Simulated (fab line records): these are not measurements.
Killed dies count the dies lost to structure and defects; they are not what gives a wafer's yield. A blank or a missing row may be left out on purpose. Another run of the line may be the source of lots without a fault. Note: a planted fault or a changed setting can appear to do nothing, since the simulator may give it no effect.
Matching of chambers | flow gf180mcu | pecvd-04 running GF_V4_CVD_02: 3 sister chambers
The step deposits SiO2 from TEOS, target thk 850 nm, time 94.851 s. 6 wafers are shown with their chamber, then 11 later ones without.

WAFERS WITH THEIR CHAMBER
wafer  | chamber | heaterPowerOuterW (W) | heaterPowerW (W)
L076.5 | 0       | 480                   | 745
L081.3 | 0       | 357                   | 606
L082.5 | 1       | 422                   | 648
L083.4 | 2       | 342                   | 579
L083.5 | 1       | 414                   | 658
L085.3 | 2       | 336                   | 588

WAFERS WITHOUT THEIR CHAMBER
wafer  | heaterPowerOuterW (W) | heaterPowerW (W)
L085.4 | 399                   | 662
L085.6 | 425                   | 666
L088.4 | 471                   | 752
L088.5 | 444                   | 720
L088.6 | 340                   | 615
L093.4 | 461                   | 738
L093.5 | 336                   | 572
L093.6 | 317                   | 557
L097.2 | 390                   | 653
L097.3 | 476                   | 754
L097.4 | 415                   | 683

EACH ONE'S CHAMBER
wafer  | from the rows above          | in truth
L085.4 | can't be placed: 1 or 0 or 2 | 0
L085.6 | can't be placed: 0 or 1      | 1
L088.4 | can't be placed: 0 or 1      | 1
L088.5 | can't be placed: 0 or 1      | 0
L088.6 | can't be placed: 2 or 1 or 0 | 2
L093.4 | can't be placed: 0 or 1      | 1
L093.5 | can't be placed: 2 or 1      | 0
L093.6 | can't be placed: 2 or 1      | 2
L097.2 | can't be placed: 1 or 0 or 2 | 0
L097.3 | can't be placed: 0 or 1      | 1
L097.4 | can't be placed: 0 or 1      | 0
Correct placement for 0 of the 11. These rows do not allow placing 11 (true chamber among the candidates in 10). Number placed wrongly: 0.
How it was worked out, from the rows above alone: a wafer's distance from a chamber is the root of the sum, over the readings, of the square of ((its reading less the chamber's mean) divided by the reading's scatter). The wafer belongs to the nearest chamber; if the next one is less than 2 further off, it can't be placed. The mean given for a chamber averages the wafers shown for that chamber. The scatter is the square root of a quotient: the sum, over the shown wafers, of each reading's squared deviation from its chamber's mean, divided by wafers minus chambers.
